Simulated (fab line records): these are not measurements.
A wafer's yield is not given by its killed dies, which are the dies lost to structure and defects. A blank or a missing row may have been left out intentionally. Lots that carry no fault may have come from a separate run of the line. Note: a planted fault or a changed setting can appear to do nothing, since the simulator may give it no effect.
fab line records + flow sky130
[record]
- lots = 11
- wafers = 33
- last_day = 50
route steps=708 shown VT_ADJUST_LVTN@118 SONOS_TUNNEL@166 SD_P@329 LOCAL_INTERCONNECT@389
lots that met no fault: from a run of the same line without faults
start_h: the number of hours between the record's first day and the start of the first shown wafer of the lot + wait_h: hours since the lot's step before + " identical to the entry in the row above + L1.1+2: several wafers, shown together as one row + - no value present, or no start provided + * or withheld: withheld + < > ~ a bound
route shown NAME@n: names a module that has steps shown in the file, with the first one's number in the route + usual: average and standard deviation across the fault-free wafers + same: alike in all rows + chamber/n: place in a boat + sites: per-site readings + _std_site: standard deviation across them + _edge_site: outer sites' mean less inner sites' + radius_mm: for every site, how far away it sits from the centre of the wafer + mask NAME#n: copy n + behind: the last tool/chamber to shape the wafer + hold: the reason the lot was held/the length of the hold in hours/how it ended + device: which transistor (n, p or np) failed to switch + end of line: the tests these same wafers got at the end of their route + a step given without rows: its recipe and nothing more + killed: dies that structure and defects cost at the first sort, which is not the same as the wafer's yield + map: shows each die of a wafer: x if killed, . if not, _ if none is there
set.NAME: the setting as run; set.NAME@STEP: as run at that earlier step + model.NAME: the simulator's own value behind a step, which no gauge read
one table for each step of the route and one row for each wafer, over a sample of lots
services: a tool's chamber out of use, with start hour (start_h, from the record's first day; less than 0 if before it), hours out, and reason
[[steps]]
[step SKY_VT_ADJUST_LVTN_TW_MEAS_21]
[usual]
- VT_ADJUST_LVTN_2_TW = 188.2/0.87
| lot.wafer | tool          | chamber | start_h | wait_h | VT_ADJUST_LVTN_2_TW |
|-----------|---------------|---------|---------|--------|---------------------|
| L870.3    | film_metro-04 | -       | 163.72  | 0.1    | 189.6               |
| L870.4    | "             | -       | "       | "      | 189.1               |
| L870.5    | "             | -       | "       | "      | 188.5               |
| L871.1    | film_metro-02 | -       | 171.80  | 0.1    | 188.4               |
| L871.2    | "             | -       | "       | "      | 188.9               |
| L871.6    | "             | -       | "       | "      | 187.7               |
| L872.1    | film_metro-01 | -       | 174.65  | 0.1    | 188.1               |
| L872.5    | "             | -       | "       | "      | 188.6               |
| L872.6    | "             | -       | "       | "      | 187.7               |
| L873.1    | film_metro-04 | -       | 181.21  | 0.1    | 189.3               |
| L873.2    | "             | -       | "       | "      | 189.5               |
| L873.3    | "             | -       | "       | "      | 189.3               |
| L876.1    | film_metro-04 | -       | 219.25  | 0.1    | 189.4               |
| L876.3    | "             | -       | "       | "      | 189.5               |
| L876.4    | "             | -       | "       | "      | 187.9               |
| L884.2    | film_metro-02 | -       | 280.56  | 0.1    | 187.8               |
| L884.5    | "             | -       | "       | "      | 188.1               |
| L884.6    | "             | -       | "       | "      | 188.1               |
| L888.2    | film_metro-04 | -       | 308.92  | 0.1    | 190.1               |
| L888.3    | "             | -       | "       | "      | 189.2               |
| L888.4    | "             | -       | "       | "      | 190.0               |
| L889.1    | film_metro-04 | -       | 316.01  | 0.1    | 188.3               |
| L889.4    | "             | -       | "       | "      | 187.9               |
| L889.5    | "             | -       | "       | "      | 188.9               |
| L890.3    | film_metro-04 | -       | 319.57  | 0.1    | 188.5               |
| L890.4    | "             | -       | "       | "      | 187.5               |
| L890.5    | "             | -       | "       | "      | 187.2               |
| L891.1    | film_metro-01 | -       | 323.35  | 0.1    | 187.0               |
| L891.3    | "             | -       | "       | "      | 187.7               |
| L891.5    | "             | -       | "       | "      | 187.3               |
| L892.1    | film_metro-02 | -       | 323.65  | 0.1    | 188.8               |
| L892.2    | "             | -       | "       | "      | 188.4               |
| L892.3    | "             | -       | "       | "      | 188.7               |
[step SKY_SONOS_TUNNEL_TW_MEAS_12]
[usual]
- SONOS_TUNNEL_TW = 197.3/0.9
| lot.wafer | tool          | chamber | start_h | wait_h | SONOS_TUNNEL_TW |
|-----------|---------------|---------|---------|--------|-----------------|
| L870.3    | film_metro-02 | -       | 251.65  | 0.0    | 198.5           |
| L870.4    | "             | -       | "       | "      | 197.4           |
| L870.5    | "             | -       | "       | "      | 197.4           |
| L871.1    | film_metro-04 | -       | 262.88  | 0.0    | 197.9           |
| L871.2    | "             | -       | "       | "      | 198.0           |
| L871.6    | "             | -       | "       | "      | 198.2           |
| L872.1    | film_metro-04 | -       | 265.34  | 0.0    | 198.1           |
| L872.5    | "             | -       | "       | "      | 198.8           |
| L872.6    | "             | -       | "       | "      | 199.6           |
| L873.1    | film_metro-02 | -       | 272.79  | 0.0    | 197.4           |
| L873.2    | "             | -       | "       | "      | 197.8           |
| L873.3    | "             | -       | "       | "      | 196.6           |
| L876.1    | film_metro-04 | -       | 318.98  | 0.0    | 196.8           |
| L876.3    | "             | -       | "       | "      | 197.9           |
| L876.4    | "             | -       | "       | "      | 197.5           |
| L884.2    | film_metro-01 | -       | 388.34  | 0.0    | 198.0           |
| L884.5    | "             | -       | "       | "      | 198.0           |
| L884.6    | "             | -       | "       | "      | 197.2           |
| L888.2    | film_metro-04 | -       | 419.75  | 0.0    | 196.7           |
| L888.3    | "             | -       | "       | "      | 195.4           |
| L888.4    | "             | -       | "       | "      | 197.2           |
| L889.1    | film_metro-04 | -       | 428.99  | 0.0    | 197.4           |
| L889.4    | "             | -       | "       | "      | 196.6           |
| L889.5    | "             | -       | "       | "      | 197.6           |
| L890.3    | film_metro-01 | -       | 433.37  | 0.0    | 196.5           |
| L890.4    | "             | -       | "       | "      | 195.1           |
| L890.5    | "             | -       | "       | "      | 196.5           |
| L891.1    | film_metro-04 | -       | 437.33  | 0.0    | 197.8           |
| L891.3    | "             | -       | "       | "      | 197.3           |
| L891.5    | "             | -       | "       | "      | 198.5           |
| L892.1    | film_metro-02 | -       | 438.73  | 0.0    | 197.2           |
| L892.2    | "             | -       | "       | "      | 197.1           |
| L892.3    | "             | -       | "       | "      | 197.6           |
[step SKY_SD_P_IMPLANT_09]
[recipe]
- species = BF2
- energy_kev = 20
- dose_cm2 = 3e+15
- tilt_deg = 0
[usual]
- beam_on_s = 12.4/0.53
- dose_ions_cm2 = 3e+15/3e+12
- faraday_current_uA = 13196/540
- tilt_deg = -0.006/0.02
| lot.wafer | tool         | chamber | start_h | wait_h | beam_on_s | dose_ions_cm2 | faraday_current_uA | tilt_deg |
|-----------|--------------|---------|---------|--------|-----------|---------------|--------------------|----------|
| L870.3    | implanter-02 | 0       | 590.15  | 0.1    | 11.9      | 2.993e+15     | 13630              | -0.006   |
| L870.4    | "            | 0       | "       | "      | 11.7      | 3.005e+15     | 13904              | 0.004    |
| L870.5    | "            | 0       | "       | "      | 12.1      | 2.999e+15     | 13505              | 0.002    |
| L871.1    | implanter-03 | 0       | 599.68  | 0.0    | 13.1      | 2.999e+15     | 12448              | -0.040   |
| L871.2    | "            | 0       | "       | "      | 12.8      | 3.005e+15     | 12763              | 0.007    |
| L871.6    | "            | 0       | "       | "      | 13.2      | 3.003e+15     | 12397              | -0.020   |
| L872.1    | implanter-01 | 0       | 604.27  | 0.0    | 12.3      | 2.994e+15     | 13266              | 0.018    |
| L872.5    | "            | 0       | "       | "      | 12.4      | 3.004e+15     | 13219              | -0.014   |
| L872.6    | "            | 0       | "       | "      | 12.3      | 2.997e+15     | 13190              | 0.017    |
| L873.1    | implanter-03 | 0       | 610.23  | 0.0    | 12.5      | 3.004e+15     | 13051              | -0.044   |
| L873.2    | "            | 0       | "       | "      | 13.3      | 3.002e+15     | 12295              | -0.011   |
| L873.3    | "            | 0       | "       | "      | 13.1      | 3.004e+15     | 12453              | -0.019   |
| L876.1    | implanter-02 | 0       | 662.12  | 0.0    | 12.0      | 3.001e+15     | 13591              | -0.002   |
| L876.3    | "            | 0       | "       | "      | 11.7      | 3.002e+15     | 13834              | 0.006    |
| L876.4    | "            | 0       | "       | "      | 12.3      | 3e+15         | 13212              | 0.029    |
| L884.2    | implanter-02 | 0       | 739.60  | 0.0    | 11.7      | 2.998e+15     | 13849              | 0.032    |
| L884.5    | "            | 0       | "       | "      | 12.0      | 3.004e+15     | 13536              | 0.024    |
| L884.6    | "            | 0       | "       | "      | 11.7      | 3e+15         | 13937              | 0.022    |
| L888.2    | implanter-02 | 0       | 763.38  | 0.0    | 12.1      | 3.005e+15     | 13428              | -0.005   |
| L888.3    | "            | 0       | "       | "      | 11.7      | 2.997e+15     | 13948              | 0.014    |
| L888.4    | "            | 0       | "       | "      | 11.9      | 3e+15         | 13763              | 0.021    |
| L889.1    | implanter-03 | 0       | 769.18  | 0.0    | 9.6       | 2.106e+15     | 11833              | -0.033   |
| L889.4    | "            | 0       | "       | "      | 10.1      | 2.101e+15     | 11288              | -0.024   |
| L889.5    | "            | 0       | "       | "      | 9.8       | 2.103e+15     | 11714              | -0.023   |
| L890.3    | implanter-03 | 0       | 776.29  | 0.1    | 10.2      | 2.096e+15     | 11182              | 0.012    |
| L890.4    | "            | 0       | "       | "      | 10.3      | 2.098e+15     | 11047              | -0.014   |
| L890.5    | "            | 0       | "       | "      | 9.9       | 2.102e+15     | 11501              | -0.001   |
| L891.1    | implanter-01 | 0       | 777.38  | 0.0    | 12.2      | 3.005e+15     | 13353              | -0.032   |
| L891.3    | "            | 0       | "       | "      | 12.8      | 2.997e+15     | 12745              | -0.022   |
| L891.5    | "            | 0       | "       | "      | 12.6      | 3.003e+15     | 12925              | -0.018   |
| L892.1    | implanter-01 | 0       | 798.73  | 0.0    | 12.7      | 2.996e+15     | 12879              | -0.019   |
| L892.2    | "            | 0       | "       | "      | 12.4      | 2.997e+15     | 13160              | -0.011   |
| L892.3    | "            | 0       | "       | "      | 12.6      | 2.994e+15     | 12975              | 0.019    |
[step SKY_SD_P_STRIP_10]
[recipe]
- chemistry = O2/N2
- power_w = 1400
- pressure_mtorr = 1500
- platen_temp_c = withheld
- o2_flow_sccm = 3000
- n2_flow_sccm = 300
- overash_fraction = 0.5
[usual]
- drypump_motor_current_A = 5.57/0.29
- oes_product_au = 0.617/0.0046
- strip_time_to_endpoint_s = 17.51/0.044
| lot.wafer | tool            | chamber | start_h | wait_h | drypump_motor_current_A | oes_product_au | rf_hours_counter_h | strip_time_to_endpoint_s |
|-----------|-----------------|---------|---------|--------|-------------------------|----------------|--------------------|--------------------------|
| L870.3    | plasma_asher-02 | 0       | 590.29  | 0.1    | 6.02                    | 0.618          | -                  | 17.43                    |
| L870.4    | "               | 1       | "       | "      | 5.04                    | 0.621          | -                  | 17.51                    |
| L870.5    | "               | 1       | "       | "      | 5.03                    | 0.624          | -                  | 17.45                    |
| L871.1    | plasma_asher-02 | 1       | 599.83  | 0.1    | 5.02                    | 0.620          | 17                 | 17.49                    |
| L871.2    | "               | 0       | "       | "      | 5.97                    | 0.608          | 17                 | 17.50                    |
| L871.6    | "               | 0       | "       | "      | 6.01                    | 0.615          | -                  | 17.52                    |
| L872.1    | plasma_asher-01 | 0       | 604.42  | 0.1    | 5.48                    | 0.616          | 81                 | 17.54                    |
| L872.5    | "               | 0       | "       | "      | 5.48                    | 0.613          | -                  | 17.49                    |
| L872.6    | "               | 1       | "       | "      | 5.91                    | 0.624          | -                  | 17.52                    |
| L873.1    | plasma_asher-03 | 1       | 610.38  | 0.1    | 5.49                    | 0.621          | 49                 | 17.58                    |
| L873.2    | "               | 0       | "       | "      | 5.40                    | 0.610          | 49                 | 17.56                    |
| L873.3    | "               | 1       | "       | "      | 5.47                    | 0.615          | -                  | 17.55                    |
| L876.1    | plasma_asher-02 | 1       | 662.27  | 0.1    | 5.02                    | 0.623          | 24                 | 17.51                    |
| L876.3    | "               | 1       | "       | "      | 5.01                    | 0.623          | -                  | 17.53                    |
| L876.4    | "               | 0       | "       | "      | 5.96                    | 0.622          | -                  | 17.53                    |
| L884.2    | plasma_asher-01 | 1       | 739.73  | 0.1    | 5.89                    | 0.614          | 93                 | 17.43                    |
| L884.5    | "               | 0       | "       | "      | 5.47                    | 0.610          | -                  | 17.47                    |
| L884.6    | "               | 1       | "       | "      | 5.87                    | 0.624          | -                  | 17.46                    |
| L888.2    | plasma_asher-01 | 0       | 763.50  | 0.1    | 5.49                    | 0.613          | 95                 | 17.45                    |
| L888.3    | "               | 0       | "       | "      | 5.49                    | 0.616          | -                  | 17.40                    |
| L888.4    | "               | 1       | "       | "      | 5.90                    | 0.615          | -                  | 17.44                    |
| L889.1    | plasma_asher-01 | 0       | 769.33  | 0.1    | 5.51                    | 0.628          | 96                 | 16.85                    |
| L889.4    | "               | 1       | "       | "      | 5.89                    | 0.625          | -                  | 16.86                    |
| L889.5    | "               | 1       | "       | "      | 5.89                    | 0.631          | -                  | 16.87                    |
| L890.3    | plasma_asher-03 | 0       | 776.42  | 0.1    | 5.41                    | 0.631          | -                  | 16.87                    |
| L890.4    | "               | 1       | "       | "      | 5.49                    | 0.635          | -                  | 16.83                    |
| L890.5    | "               | 0       | "       | "      | 5.40                    | 0.630          | -                  | 16.83                    |
| L891.1    | plasma_asher-01 | 1       | 777.53  | 0.1    | 5.89                    | 0.621          | 97                 | 17.50                    |
| L891.3    | "               | 1       | "       | "      | 5.87                    | 0.627          | -                  | 17.45                    |
| L891.5    | "               | 0       | "       | "      | 5.48                    | 0.626          | -                  | 17.48                    |
| L892.1    | plasma_asher-01 | 1       | 798.88  | 0.1    | 5.89                    | 0.615          | 99                 | 17.46                    |
| L892.2    | "               | 0       | "       | "      | 5.47                    | 0.617          | 99                 | 17.44                    |
| L892.3    | "               | 1       | "       | "      | 5.88                    | 0.614          | -                  | 17.43                    |
[step SKY_SD_P_TW_MEAS_11]
[usual]
- SD_P_TW = 2819/19
| lot.wafer | tool          | chamber | start_h | wait_h | SD_P_TW |
|-----------|---------------|---------|---------|--------|---------|
| L870.3    | film_metro-03 | -       | 590.37  | 0.1    | 2787    |
| L870.4    | "             | -       | "       | "      | 2771    |
| L870.5    | "             | -       | "       | "      | 2768    |
| L871.1    | film_metro-04 | -       | 599.93  | 0.1    | 2823    |
| L871.2    | "             | -       | "       | "      | 2841    |
| L871.6    | "             | -       | "       | "      | 2826    |
| L872.1    | film_metro-03 | -       | 604.52  | 0.1    | 2803    |
| L872.5    | "             | -       | "       | "      | 2808    |
| L872.6    | "             | -       | "       | "      | 2814    |
| L873.1    | film_metro-02 | -       | 610.48  | 0.1    | 2839    |
| L873.2    | "             | -       | "       | "      | 2837    |
| L873.3    | "             | -       | "       | "      | 2843    |
| L876.1    | film_metro-03 | -       | 662.37  | 0.1    | 2797    |
| L876.3    | "             | -       | "       | "      | 2792    |
| L876.4    | "             | -       | "       | "      | 2796    |
| L884.2    | film_metro-03 | -       | 739.84  | 0.1    | 2814    |
| L884.5    | "             | -       | "       | "      | 2793    |
| L884.6    | "             | -       | "       | "      | 2791    |
| L888.2    | film_metro-03 | -       | 763.61  | 0.1    | 2794    |
| L888.3    | "             | -       | "       | "      | 2802    |
| L888.4    | "             | -       | "       | "      | 2798    |
| L889.1    | film_metro-04 | -       | 769.43  | 0.1    | 2630    |
| L889.4    | "             | -       | "       | "      | 2635    |
| L889.5    | "             | -       | "       | "      | 2648    |
| L890.3    | film_metro-03 | -       | 776.51  | 0.1    | 2609    |
| L890.4    | "             | -       | "       | "      | 2609    |
| L890.5    | "             | -       | "       | "      | 2608    |
| L891.1    | film_metro-04 | -       | 777.63  | 0.1    | 2833    |
| L891.3    | "             | -       | "       | "      | 2822    |
| L891.5    | "             | -       | "       | "      | 2818    |
| L892.1    | film_metro-02 | -       | 798.98  | 0.1    | 2815    |
| L892.2    | "             | -       | "       | "      | 2838    |
| L892.3    | "             | -       | "       | "      | 2809    |
[step SKY_SD_N_RS_MEAS_17]
[recipe]
- thk_meas_gauge = four-point-probe
[usual]
- SD_P_RS = 147.0/0.41
| lot.wafer | tool          | chamber | start_h | wait_h | SD_P_RS[ohm/sq] |
|-----------|---------------|---------|---------|--------|-----------------|
| L870.3    | film_metro-04 | -       | 649.51  | 0.1    | 146.9           |
| L870.4    | "             | -       | "       | "      | 146.6           |
| L870.5    | "             | -       | "       | "      | 146.8           |
| L871.1    | film_metro-02 | -       | 658.21  | 0.1    | 147.3           |
| L871.2    | "             | -       | "       | "      | 147.2           |
| L871.6    | "             | -       | "       | "      | 147.3           |
| L872.1    | film_metro-02 | -       | 662.57  | 0.1    | 146.7           |
| L872.5    | "             | -       | "       | "      | 146.6           |
| L872.6    | "             | -       | "       | "      | 146.7           |
| L873.1    | film_metro-04 | -       | 669.11  | 0.1    | 147.1           |
| L873.2    | "             | -       | "       | "      | 147.0           |
| L873.3    | "             | -       | "       | "      | 147.2           |
| L876.1    | film_metro-02 | -       | 718.61  | 0.1    | 146.8           |
| L876.3    | "             | -       | "       | "      | 146.9           |
| L876.4    | "             | -       | "       | "      | 146.6           |
| L884.2    | film_metro-04 | -       | 793.68  | 0.1    | 147.0           |
| L884.5    | "             | -       | "       | "      | 146.9           |
| L884.6    | "             | -       | "       | "      | 146.9           |
| L888.2    | film_metro-04 | -       | 816.03  | 0.1    | 146.8           |
| L888.3    | "             | -       | "       | "      | 146.7           |
| L888.4    | "             | -       | "       | "      | 146.7           |
| L889.1    | film_metro-03 | -       | 822.12  | 0.1    | 152.7           |
| L889.4    | "             | -       | "       | "      | 153.2           |
| L889.5    | "             | -       | "       | "      | 152.9           |
| L890.3    | film_metro-04 | -       | 829.65  | 0.1    | 152.2           |
| L890.4    | "             | -       | "       | "      | 152.0           |
| L890.5    | "             | -       | "       | "      | 151.9           |
| L891.1    | film_metro-04 | -       | 831.02  | 0.1    | 147.2           |
| L891.3    | "             | -       | "       | "      | 146.8           |
| L891.5    | "             | -       | "       | "      | 147.3           |
| L892.1    | film_metro-03 | -       | 851.81  | 0.1    | 147.3           |
| L892.2    | "             | -       | "       | "      | 146.9           |
| L892.3    | "             | -       | "       | "      | 146.9           |
[step SKY_LOCAL_INTERCONNECT_THK_MEAS_02]
[recipe]
- thk_meas_gauge = xrf
- reads = TiN_of_LOCAL_INTERCONNECT_SPUTTER_00
[usual]
- LOCAL_INTERCONNECT_TIN_THK = 97.6/1.2
| lot.wafer | tool          | chamber | start_h | wait_h | LOCAL_INTERCONNECT_TIN_THK[nm] |
|-----------|---------------|---------|---------|--------|--------------------------------|
| L870.3    | film_metro-01 | -       | 680.53  | 0.1    | 98.7                           |
| L870.4    | "             | -       | "       | "      | 98.2                           |
| L870.5    | "             | -       | "       | "      | 98.8                           |
| L871.1    | film_metro-01 | -       | 688.06  | 0.1    | 97.7                           |
| L871.2    | "             | -       | "       | "      | 98.9                           |
| L871.6    | "             | -       | "       | "      | 98.1                           |
| L872.1    | film_metro-01 | -       | 693.58  | 0.1    | 97.7                           |
| L872.5    | "             | -       | "       | "      | 97.1                           |
| L872.6    | "             | -       | "       | "      | 97.5                           |
| L873.1    | film_metro-01 | -       | 702.25  | 0.1    | 97.3                           |
| L873.2    | "             | -       | "       | "      | 97.9                           |
| L873.3    | "             | -       | "       | "      | 98.6                           |
| L876.1    | film_metro-01 | -       | 748.47  | 0.1    | 96.6                           |
| L876.3    | "             | -       | "       | "      | 96.1                           |
| L876.4    | "             | -       | "       | "      | 95.8                           |
| L884.2    | film_metro-01 | -       | 821.69  | 0.1    | 97.2                           |
| L884.5    | "             | -       | "       | "      | 98.7                           |
| L884.6    | "             | -       | "       | "      | 97.9                           |
| L888.2    | film_metro-01 | -       | 845.46  | 0.1    | 97.8                           |
| L888.3    | "             | -       | "       | "      | 98.2                           |
| L888.4    | "             | -       | "       | "      | 98.7                           |
| L889.1    | film_metro-04 | -       | 850.07  | 0.1    | 97.0                           |
| L889.4    | "             | -       | "       | "      | 96.7                           |
| L889.5    | "             | -       | "       | "      | 96.6                           |
| L890.3    | film_metro-01 | -       | 858.32  | 0.1    | 97.2                           |
| L890.4    | "             | -       | "       | "      | 96.8                           |
| L890.5    | "             | -       | "       | "      | 96.6                           |
| L891.1    | film_metro-02 | -       | 859.01  | 0.1    | 96.3                           |
| L891.3    | "             | -       | "       | "      | 96.3                           |
| L891.5    | "             | -       | "       | "      | 94.9                           |
| L892.1    | film_metro-02 | -       | 879.21  | 0.1    | 97.3                           |
| L892.2    | "             | -       | "       | "      | 98.2                           |
| L892.3    | "             | -       | "       | "      | 98.0                           |
[[services]]
| tool            | chamber | start_h | hours | kind   |
|-----------------|---------|---------|-------|--------|
| implanter-03    | -       | 587.21  | 2.6   | repair |
| implanter-02    | -       | 593.20  | 0.7   | repair |
| implanter-02    | -       | 603.17  | 1.2   | repair |
| implanter-02    | -       | 633.39  | 2.6   | pm     |
| plasma_asher-01 | -       | 634.97  | 14.6  | pm     |
| implanter-03    | -       | 640.39  | 2.4   | repair |
| implanter-03    | -       | 649.84  | 1.5   | repair |
| plasma_asher-03 | -       | 668.13  | 0.4   | repair |
| implanter-03    | -       | 668.44  | 4.0   | repair |
| implanter-01    | -       | 677.95  | 6.5   | pm     |
| implanter-02    | -       | 697.73  | 5.2   | repair |
| implanter-01    | -       | 738.40  | 3.0   | repair |
| plasma_asher-03 | -       | 761.43  | 2.8   | pm     |
| plasma_asher-02 | -       | 775.78  | 2.8   | pm     |
| implanter-01    | -       | 784.81  | 3.6   | repair |
| implanter-03    | -       | 795.54  | 4.8   | pm     |
[[key]]
[first_sign]
- step = SKY_SD_P_IMPLANT_09
- reading = dose_ions_cm2
- direction = down
- sigmas = 99+
- usual = *
- struck = *
[effect]
- step = SKY_SD_P_IMPLANT_09
- reading = beam_on_s
- direction = down
- sigmas = 4.5
- usual = 12.4
- struck = 10.0
[effect]
- step = SKY_SD_P_STRIP_10
- reading = strip_time_to_endpoint_s
- direction = down
- sigmas = 15
- usual = *
- struck = *
[effect]
- step = SKY_SD_P_TW_MEAS_11
- reading = SD_P_TW
- direction = down
- sigmas = 10
- usual = 2819
- struck = 2623
[effect]
- step = SKY_SD_N_RS_MEAS_17
- reading = SD_P_RS
- direction = up
- sigmas = 13
- usual = 147.0
- struck = 152.5
met_at SKY_SD_P_IMPLANT_09
struck_lots L889,L890
tester_left_out L889,L890
not_acting_at SKY_VT_ADJUST_LVTN_TW_MEAS_21,SKY_SONOS_TUNNEL_TW_MEAS_12,SKY_LOCAL_INTERCONNECT_THK_MEAS_02
onset_between 610.23 769.18
[fault]
- kind = process_parameter_drift
- tool = implanter-03
- chamber = -
- onset_h = 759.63
- steps = SKY_SD_P_IMPLANT_09
- channel = dose_cm2
- offset = *
- shape = step
- end_h = 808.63
- acts_in = *
- stated = *
// tester_left_out: of these lots the tester's yield and bins aren't shown, on N5 and GAA mostly nor the transistor test; their killed dies are dies lost to structure and defects alone, not to doping, threshold or leakage, so they don't give the yield
